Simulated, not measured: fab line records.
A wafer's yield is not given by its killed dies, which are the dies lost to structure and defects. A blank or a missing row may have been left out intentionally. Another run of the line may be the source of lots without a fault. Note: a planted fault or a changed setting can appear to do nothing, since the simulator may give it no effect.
2 desks looking at one fault | flow sky130 | each desk has only its own numbers; what lay behind them comes last

== AT THE TOOL OWNER'S DESK: implanter-04 ==
The tool's own readings at SKY_LDD_HVN_IMPLANT_08, given as means over the sampled wafers that have a number, one for each lot that went through this tool. Marked OUT: a lot whose mean sits more than 4 standard deviations from the usual mean, which makes it out of limits; the brackets give that distance.
Columns: A = dose-ions-cm2 at SKY_LDD_HVN_IMPLANT_08, usual 3.001e+13; B = end-station-pressure-torr at SKY_LDD_HVN_IMPLANT_08, usual 5.13e-06 Torr; C = faraday-current-uA at SKY_LDD_HVN_IMPLANT_08, usual 170; D = tilt-deg at SKY_LDD_HVN_IMPLANT_08, usual 39.999 degrees
lot  | first seen here | A                           | B        | C                      | D
L731 | day 20 12:13    | 3.000e+13                   | 5.21e-06 | 169                    | 39.987
L734 | day 21 08:44    | 2.998e+13                   | 5.27e-06 | 168                    | 40.019
L735 | day 21 16:47    | 3.000e+13                   | 5.03e-06 | 169                    | 40.000
L740 | day 23 20:55    | 3.003e+13                   | 5.19e-06 | 168                    | 39.987
L745 | day 25 13:17    | 2.397e+14 (+99 or more) OUT | 6.04e-06 | 1349 (+99 or more) OUT | 39.995
L746 | day 25 14:15    | 2.397e+14 (+99 or more) OUT | 6.07e-06 | 1365 (+99 or more) OUT | 39.981
This desk's verdict: out of limits on L745, L746, starting with L745 at day 25 13:17 (dose-ions-cm2 at SKY_LDD_HVN_IMPLANT_08). L731, L734, L735, L740 stayed within limits.

== METROLOGY DESK ==
What the gauges read for every lot (on any tool): the sampled wafers with a number, averaged. Marked OUT: a lot whose mean sits more than 4 standard deviations from the usual mean, which makes it out of limits; the brackets give that distance.
Columns: A = SONOS_TUNNEL_OVL at SKY_SONOS_TUNNEL_OVL_MEAS_08, usual 0.4 nm; B = LDD_HVN_TW at SKY_LDD_HVN_TW_MEAS_10, usual 1423; C = cd-nm at SKY_POLY_CUT_CD_MEAS_08, usual 270.1 nm
lot  | first seen here | A    | B                      | C
L731 | day 11 17:59    | 3.1  | 1422                   | 269.1
L733 | day 12 04:06    | -0.3 | 1418                   | 270.2
L734 | day 12 07:43    | -1.5 | 1420                   | 271.9
L735 | day 12 14:40    | -1.6 | 1432                   | 269.7
L736 | day 12 23:53    | 2.0  | 1413                   | 271.1
L737 | day 13 04:41    | 0.7  | 1429                   | 270.2
L740 | day 14 07:44    | -0.9 | 1426                   | 269.5
L745 | day 15 20:35    | -0.6 | 2728 (+99 or more) OUT | 269.5
L746 | day 16 01:35    | 2.6  | 2721 (+99 or more) OUT | 269.1
L747 | day 16 11:45    | 0.8  | 1410                   | 271.0
L750 | day 17 13:29    | 1.1  | 1417                   | 271.3
L752 | day 18 04:08    | -1.8 | 1436                   | 268.4
This desk finds L745, L746 out of limits, with the earliest case on L745 at day 25 13:31 (LDD_HVN_TW at SKY_LDD_HVN_TW_MEAS_10). L731, L733, L734, L735, L736, L737, L740, L747, L750, L752 stayed within limits.

== PUT TOGETHER ==
An alarm could have come from the tool owner's desk at day 25 13:17, on L745, L746.
On L745, L746, the metrology desk was in a position to raise an alarm at day 25 13:31.
SKY_LDD_HVN_IMPLANT_08 was run on implanter-04 by each of the lots named.

== WHAT THE SIMULATOR HAD PUT IN ==
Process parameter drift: implanter-04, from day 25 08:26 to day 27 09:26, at SKY_LDD_HVN_IMPLANT_08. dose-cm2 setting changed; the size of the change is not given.
Struck lots among those shown: L745, L746.
Time in hours from fault onset to the first out-of-limits reading at each desk: tool owner's desk 5, metrology desk 5.
